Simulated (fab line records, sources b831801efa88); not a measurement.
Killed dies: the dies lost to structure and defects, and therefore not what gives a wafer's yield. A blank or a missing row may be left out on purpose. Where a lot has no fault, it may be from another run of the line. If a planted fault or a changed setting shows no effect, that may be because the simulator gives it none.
Comparing a struck lot with a sound one :: flow sky130 :: 43 out of 708 route steps
Sound: wafers L275.2, L275.4, L275.5. The struck wafers were L285.2, L285.3, L285.4. The cause is given at the end.
At each step with rows: each side's tool, then ch and its chambers, then its first start. Under that, the readings that differ: sound wafers :: struck wafers :: difference of the means :: sigmas: that difference in standard deviations of wafers without a fault.
alike: readings whose means differ by less than 2 such deviations, and words and numbers that are the same on both sides. not compared: withheld readings, readings that some wafer has no value for, bounds like >300 that may hide the same value, and numbers for which the record gives no deviation and whose values overlap.
Wherever a step has rows on one side only, a row that says differs or no value, or a row with sigmas, the two part there. Numbers that don't overlap but have no deviation are shown without sigmas and don't part them. A reading that every wafer of one side lacks parts them only if that side has two wafers or more.

SKY_VT_ADJUST_HVTR_OVL_MEAS_08:
  sound: overlay-02 at day 9 16:11; struck: overlay-01 at day 12 15:34
  alike: VT_ADJUST_HVTR_OVL
after that, 1 step had no rows for these wafers: SKY_VT_ADJUST_HVTR_IMPLANT_09.
SKY_VT_ADJUST_HVTR_STRIP_10: strips in O2/N2.
  sound on plasma asher-02 ch 0,1, day 9 16:38; struck on plasma asher-02 ch 0,1, day 12 15:44
  alike: drypump motor current A, oes product au, strip time to endpoint s
  not compared: rf hours counter h
SKY_VT_ADJUST_HVTR_TW_MEAS_11:
  sound: film metro-03 at day 9 16:45; struck: film metro-02 at day 12 15:51
  alike: VT_ADJUST_HVTR_TW
then, 7 steps without rows for these wafers: SKY_VT_ADJUST_PCH_DEHYDRATE_00 (time 60 s); SKY_VT_ADJUST_PCH_HMDS_01 (prime time 60 s); SKY_VT_ADJUST_PCH_COAT_02 (resist thk 3000 nm); SKY_VT_ADJUST_PCH_SOFTBAKE_03; SKY_VT_ADJUST_PCH_EXPOSE_04 (exposes mask NWM, target cd 840 nm); SKY_VT_ADJUST_PCH_PEB_05; SKY_VT_ADJUST_PCH_DEVELOP_06 (develop time 60 s).
SKY_VT_ADJUST_PCH_OVL_MEAS_07:
  sound: overlay-02 at day 10 15:04; struck: overlay-01 at day 13 16:53
  alike: VT_ADJUST_PCH_OVL
SKY_VT_ADJUST_PCH_IMPLANT_08:
  sound on implanter-03 ch 0, day 10 15:07; struck on implanter-03 ch 0, day 13 16:57
SKY_VT_ADJUST_PCH_STRIP_09: strips in O2/N2.
  sound on plasma asher-04 ch 1, day 10 15:15; struck on plasma asher-03 ch 0,1, day 13 17:04
  alike: drypump motor current A, oes product au, strip time to endpoint s
  not compared: rf hours counter h
SKY_VT_ADJUST_PCH_TW_MEAS_10:
  sound: film metro-04 at day 10 15:22; struck: film metro-02 at day 13 17:11
reading: VT_ADJUST_PCH_TW
sound: 144.5 144.2 143.9
struck: 142.3 141.7 142.3
difference: -2.1
sigmas: -2
then, 7 steps without rows for these wafers: SKY_SONOS_TUNNEL_DEHYDRATE_00 (time 60 s); SKY_SONOS_TUNNEL_HMDS_01 (prime time 60 s); SKY_SONOS_TUNNEL_COAT_02 (resist thk 1140 nm); SKY_SONOS_TUNNEL_SOFTBAKE_03 (time 60 s); SKY_SONOS_TUNNEL_EXPOSE_04 (exposes mask TUNM, target cd 410 nm); SKY_SONOS_TUNNEL_PEB_05; SKY_SONOS_TUNNEL_DEVELOP_06 (develop time 60 s).
SKY_SONOS_TUNNEL_CD_MEAS_07: the cd target is 410 nm.
  sound: cd sem-02 at day 11 14:02; struck: cd sem-01 at day 14 17:19
  alike: cd nm
SKY_SONOS_TUNNEL_OVL_MEAS_08:
  sound: overlay-02 at day 11 14:09; struck: overlay-02 at day 14 17:25
  alike: SONOS_TUNNEL_OVL
then, 3 steps without rows for these wafers: SKY_SONOS_TUNNEL_IMPLANT_09; SKY_SONOS_TUNNEL_WET_ETCH_10 (etches SiO2 in dHF, target depth 14 nm, time 280 s); SKY_SONOS_TUNNEL_STRIP_11 (strips in SPM, time 600 s).
SKY_SONOS_TUNNEL_TW_MEAS_12:
  sound: film metro-04 at day 11 14:36; struck: film metro-03 at day 14 17:52
  alike: SONOS_TUNNEL_TW
then, 2 steps without rows for these wafers: SKY_SONOS_TUNNEL_CLEAN_13 (cleans in dHF, time 20 s); SKY_SONOS_ONO_OXIDATION_00 (stabilise 600 s, purge 300 s, target thk 2.6 nm).
SKY_SONOS_ONO_THK_MEAS_01:
  sound: film metro-04 at day 11 16:24; struck: film metro-04 at day 14 19:17
  alike: SONOS_ONO_OXIDATION_THK
then, 1 step without rows for these wafers: SKY_SONOS_ONO_CVD_02 (deposits Si3N4 from DCS/NH3, target thk 10.5 nm, time 180 s).
SKY_SONOS_ONO_THK_MEAS_03:
  sound: film metro-01 at day 11 17:32; struck: film metro-03 at day 14 21:26
  alike: SONOS_ONO_CVD_02_THK
then, 1 step without rows for these wafers: SKY_SONOS_ONO_CVD_04 (deposits SiO2 from SiH4/N2O, target thk 5.7199 nm).
SKY_SONOS_ONO_THK_MEAS_05:
  sound: film metro-03 at day 11 21:48; struck: film metro-04 at day 14 22:44
  alike: SONOS_ONO_CVD_04_THK
then, 7 steps without rows for these wafers: SKY_SONOS_ONO_DEHYDRATE_06 (time 60 s); SKY_SONOS_ONO_HMDS_07 (prime time 60 s); SKY_SONOS_ONO_COAT_08 (resist thk 1140 nm); SKY_SONOS_ONO_SOFTBAKE_09 (time 60 s); SKY_SONOS_ONO_EXPOSE_10 (exposes mask ONOM, target cd 410 nm); SKY_SONOS_ONO_PEB_11; SKY_SONOS_ONO_DEVELOP_12 (develop time 60 s).
-- the record jumps here: 34 days lie between the struck wafers' starts before and after (it left off in module SONOS_ONO and takes up again in module PAD_OPEN, whose first step shown is number 708 of the route) --
SKY_PAD_OPEN_PROBE_99:
  sound: prober-01 at day 46 02:32; struck: prober-01 at day 48 12:44
reading: model.etest.pfet_16v.vt v (V)
sound: -1.101 -1.106 -1.108
struck: -1.142 -1.143 -1.137
difference: -0.036
sigmas: 

reading: model.etest.pfet g5v0d10v5.vt long v (V)
sound: -0.9347 -0.9398 -0.9395
struck: -0.9717 -0.9671 -0.9656
difference: -0.0301
sigmas: 

reading: model.etest.pfet_01v8_lvt.vt v range
sound: 0.01607 0.008414 0.01109
struck: 0.04437 0.03752 0.04759
difference: +0.03130
sigmas: 
  alike: killed_at_M0_to_M3, killed_at_M4_up, killed at contacts, killed at front end, killed at other, killed dies, killed open, killed short
  not compared: model.etest.pfet g5v0d10v5.vt v range, model.etest.pfet_01v8.vt v range

## WHERE THEY PART
At SKY_VT_ADJUST_PCH_TW_MEAS_10 and nowhere else, as far as this record goes. Later steps at which nothing parts them and some readings are alike: SKY_SONOS_TUNNEL_CD_MEAS_07, SKY_SONOS_TUNNEL_OVL_MEAS_08, SKY_SONOS_TUNNEL_TW_MEAS_12, SKY_SONOS_ONO_THK_MEAS_01, SKY_SONOS_ONO_THK_MEAS_03, SKY_SONOS_ONO_THK_MEAS_05, SKY_PAD_OPEN_PROBE_99.

WHY: the cause the simulator had injected
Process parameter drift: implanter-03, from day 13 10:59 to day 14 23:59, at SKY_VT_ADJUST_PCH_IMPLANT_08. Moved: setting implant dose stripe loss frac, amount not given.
